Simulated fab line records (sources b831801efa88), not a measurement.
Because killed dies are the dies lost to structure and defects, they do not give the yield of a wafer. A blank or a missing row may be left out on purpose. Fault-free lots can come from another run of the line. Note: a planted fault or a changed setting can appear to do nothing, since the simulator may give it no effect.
Struck lot and sound lot, side by side	flow sky130	17 steps out of a route of 708
Sound: these wafers, L606.3, L606.4, L606.6. Struck: wafer L619.2 (left out: L619.4, L619.5 of the same lot, which were not struck); the cause appears at the end.
Order at every step that has rows: each side's tool, ch and its chambers, its first start. Under that, the readings that differ: sound wafers	struck wafers	difference of the means	sigmas: that difference in standard deviations of wafers without a fault.
alike: same words and numbers on both sides, and readings whose means sit less than 2 such deviations apart. not compared: any withheld reading, any reading some wafer has no value for, any bound like >300 that may hide the same value, and any number with overlapping values for which the record gives no deviation.
The two part at a step that has a row with sigmas, a row that says differs or no value, or rows on one side only. When numbers do not overlap yet have no deviation, they are printed without sigmas and do not part them. A reading that every wafer of one side lacks parts them only if that side has two wafers or more.

SKY_LOCAL_INTERCONNECT_RS_MEAS_01: uses a four-point probe to measure.
  sound: filmMetro-02 at day 30 19:20; struck: filmMetro-02 at day 34 18:46
  alike: LOCAL_INTERCONNECT_TIN_RS
SKY_LOCAL_INTERCONNECT_THK_MEAS_02: measures by xrf.
  sound: filmMetro-02 at day 30 19:26; struck: filmMetro-02 at day 34 18:53
  alike: LOCAL_INTERCONNECT_TIN_THK
then, 8 steps without rows for these wafers: SKY_LOCAL_INTERCONNECT_DEHYDRATE_03 (time 60 s); SKY_LOCAL_INTERCONNECT_HMDS_04 (prime time 60 s); SKY_LOCAL_INTERCONNECT_COAT_05 (resist thk 60 nm); SKY_LOCAL_INTERCONNECT_COAT_06 (resist thk 450 nm); SKY_LOCAL_INTERCONNECT_SOFTBAKE_07 (time 90 s); SKY_LOCAL_INTERCONNECT_EXPOSE_08 (exposes mask LI1M, target cd 170 nm); SKY_LOCAL_INTERCONNECT_PEB_09; SKY_LOCAL_INTERCONNECT_DEVELOP_10 (develop time 60 s).
SKY_LOCAL_INTERCONNECT_CD_MEAS_11: the cd target is 170 nm.
  sound: cdSem-01 at day 31 23:17; struck: cdSem-02 at day 35 20:32
  alike: cdNm
SKY_LOCAL_INTERCONNECT_OVL_MEAS_12:
  sound: overlay-01 at day 31 23:23; struck: overlay-02 at day 35 20:38
  alike: LOCAL_INTERCONNECT_OVL
SKY_LOCAL_INTERCONNECT_ETCH_13: etches BARC in N2/H2, stops on SiO2, time 45.9 s, target depth 60 nm.
  sound on rieMetal-03 ch 0,1, day 31 23:26; struck on rieMetal-03 ch 0, day 35 20:40
reading	sound	struck	difference	sigmas
rfHoursCounterH (h)	- - -	8	no value on the sound wafers	
model.KrF-thick_of_LOCAL_INTERCONNECT_COAT_06.thkNm (nm)	392.2 391.7 394.1	401.6	+8.9	
  alike: drypumpMotorCurrentA, oesProductAu, throttleValvePct
SKY_LOCAL_INTERCONNECT_METAL_ETCH_14: etches TiN in Cl2/BCl3, stops on PSG, target depth 110 nm, time 31.4 s.
  sound on rieMetal-03 ch 0,1, day 31 23:29; struck on rieMetal-03 ch 0, day 35 20:44
reading	sound	struck	difference	sigmas
rfHoursCounterH (h)	- - -	9	no value on the sound wafers	
model.KrF-thick_of_LOCAL_INTERCONNECT_COAT_06.thkNm (nm)	348.2 347.3 350.1	357.4	+8.9	
  alike: drypumpMotorCurrentA, oesProductAu, throttleValvePct
SKY_LOCAL_INTERCONNECT_STRIP_15: strips in O2/N2.
  sound on plasmaAsher-03 ch 0,1, day 31 23:34; struck on plasmaAsher-04 ch 1, day 35 20:47
reading	sound	struck	difference	sigmas
rfHoursCounterH (h)	- - -	94	no value on the sound wafers	
stripTimeToEndpointS (s)	4.717 4.704 4.738	4.820	+0.100	+5
  alike: drypumpMotorCurrentA, oesProductAu
then, 1 step without rows for these wafers: SKY_LOCAL_INTERCONNECT_STRIP_16 (strips in post etch residue remover, time 1200 s).
-- record jumps: 14 days separate the struck wafers' starts on either side; left off in module LOCAL_INTERCONNECT, taken up again in module PAD_OPEN, whose first shown step is the route's number 708 --
SKY_PAD_OPEN_PROBE_99:
  rows exist in the record for the struck wafers here (prober-02, day 49 19:52), but not for the sound ones

## WHERE THEY PART
First at SKY_LOCAL_INTERCONNECT_ETCH_13; last, within this record, at SKY_PAD_OPEN_PROBE_99.

WHY: whatever the simulator had introduced
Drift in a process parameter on rieMetal-03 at SKY_LOCAL_INTERCONNECT_ETCH_13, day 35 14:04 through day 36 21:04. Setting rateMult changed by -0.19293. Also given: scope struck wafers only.
